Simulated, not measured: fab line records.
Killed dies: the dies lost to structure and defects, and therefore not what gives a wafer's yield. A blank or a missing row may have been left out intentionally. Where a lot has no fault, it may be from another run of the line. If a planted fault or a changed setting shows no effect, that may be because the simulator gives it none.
Tool commonality check | flow sky130 | 11 lots and 33 wafers in the sample

WHY IT WAS OPENED
On 3 of the 11 lots, a flag is raised at SKY_SD_P_CD_MEAS_07 on the reading cd-nm. Fault-free wafers read 379.2 nm, with a standard deviation of 2.8.
Rule: a lot gets a flag if all its wafers with a number sit over 4 standard deviations from that mean, or if no wafer of it has a number. As for the other lots, they are considered sound.

lot  | measured     | on        | cd-nm (nm), wafer by wafer | flag
L825 | day 25 15:04 | cd-sem-01 | 378.0 376.2 375.2          |
L826 | day 25 20:58 | cd-sem-01 | 381.0 380.3 379.1          |
L827 | day 26 07:40 | cd-sem-01 | 382.5 380.1 382.6          |
L828 | day 26 20:30 | cd-sem-01 | 378.1 376.9 379.2          |
L829 | day 27 06:46 | cd-sem-01 | 472.2 470.1 472.6          | FLAGGED
L830 | day 27 07:48 | cd-sem-02 | 468.7 469.2 468.6          | FLAGGED
L831 | day 27 22:13 | cd-sem-01 | 470.3 470.1 474.3          | FLAGGED
L839 | day 30 12:38 | cd-sem-02 | 380.2 382.3 379.7          |
L840 | day 31 00:55 | cd-sem-02 | 376.2 376.9 376.1          |
L841 | day 31 10:01 | cd-sem-01 | 384.2 380.9 380.9          |
L842 | day 31 17:43 | cd-sem-02 | 377.0 375.4 378.7          |
The numbers of the flagged lots are 470.7 nm on average: +91.5 nm against the usual, or +33 standard deviations.

TOOL THAT RAN EACH LOT
Before the reading, the record contains 2 process steps out of a 708-step route. Cell contents, in order: the tool; ch with the chambers the sampled wafers went through; the start.
lot  | flag    | SKY_SPACER_ETCHBACK_02             | SKY_SD_P_COAT_02
L825 |         | rie-diel-03 ch 0,3, day 23 04:28   | litho-track-03 ch 0, day 25 00:55
L826 |         | rie-diel-03 ch 0,2,3, day 23 10:08 | litho-track-03 ch 0, day 25 06:56
L827 |         | rie-diel-02 ch 0,1, day 23 21:02   | litho-track-04 ch 0, day 25 15:53
L828 |         | rie-diel-02 ch 0,1,2, day 24 10:17 | litho-track-04 ch 0, day 26 06:30
L829 | FLAGGED | rie-diel-03 ch 1,2, day 24 20:57   | litho-track-03 ch 0, day 26 16:31
L830 | FLAGGED | rie-diel-04 ch 0,2, day 24 22:10   | litho-track-03 ch 0, day 26 17:43
L831 | FLAGGED | rie-diel-02 ch 0,3, day 25 12:10   | litho-track-03 ch 0, day 27 07:38
L839 |         | rie-diel-03 ch 2,3, day 28 03:34   | litho-track-04 ch 0, day 29 22:35
L840 |         | rie-diel-03 ch 2,3, day 28 17:35   | litho-track-03 ch 0, day 30 11:07
L841 |         | rie-diel-03 ch 0,1,3, day 29 01:49 | litho-track-03 ch 0, day 30 20:22
L842 |         | rie-diel-02 ch 0,1,2, day 29 09:35 | litho-track-03 ch 0, day 31 04:37
These steps, and what they do:
- SKY_SPACER_ETCHBACK_02: etches Si3N4 in CH3F/O2, stops on SiO2, time 46.7 s, target depth 45 nm.
- SKY_SD_P_COAT_02: resist thk 1140 nm.
- SKY_SD_P_CD_MEAS_07: target cd 380 nm.

FLAGGED OVER TOTAL, TOOL BY TOOL (the gauges that took the reading come last)
step                   | tool           | lots run | flagged | share of the flagged lots | sound lots run after its first flagged lot
SKY_SPACER_ETCHBACK_02 | rie-diel-02    | 4        | 1       | some                      | 1 (L842)
SKY_SPACER_ETCHBACK_02 | rie-diel-03    | 6        | 1       | some                      | 3 (L839,L840,L841)
SKY_SPACER_ETCHBACK_02 | rie-diel-04    | 1        | 1       | some                      | 0
SKY_SD_P_COAT_02       | litho-track-03 | 8        | 3       | all                       | 3 (L840,L841,L842)
SKY_SD_P_COAT_02       | litho-track-04 | 3        | 0       | none                      | -
SKY_SD_P_CD_MEAS_07    | cd-sem-01      | 7        | 2       | some                      | 1 (L841)
SKY_SD_P_CD_MEAS_07    | cd-sem-02      | 4        | 1       | some                      | 3 (L839,L840,L842)

WHAT IS ALLOWED BY THE TABLE
In the table, 1 row covers all flagged lots: litho-track-03 at SKY_SD_P_COAT_02.
- litho-track-03 at SKY_SD_P_COAT_02: 3 of its 8 lots flagged. Sound lots ran on it after the first flagged one (L840, L841, L842), which a lasting fault on the whole tool wouldn't allow.
No row of the table ran every flagged lot and no sound lot after the first.

WHAT THE SIMULATOR HAD PUT IN
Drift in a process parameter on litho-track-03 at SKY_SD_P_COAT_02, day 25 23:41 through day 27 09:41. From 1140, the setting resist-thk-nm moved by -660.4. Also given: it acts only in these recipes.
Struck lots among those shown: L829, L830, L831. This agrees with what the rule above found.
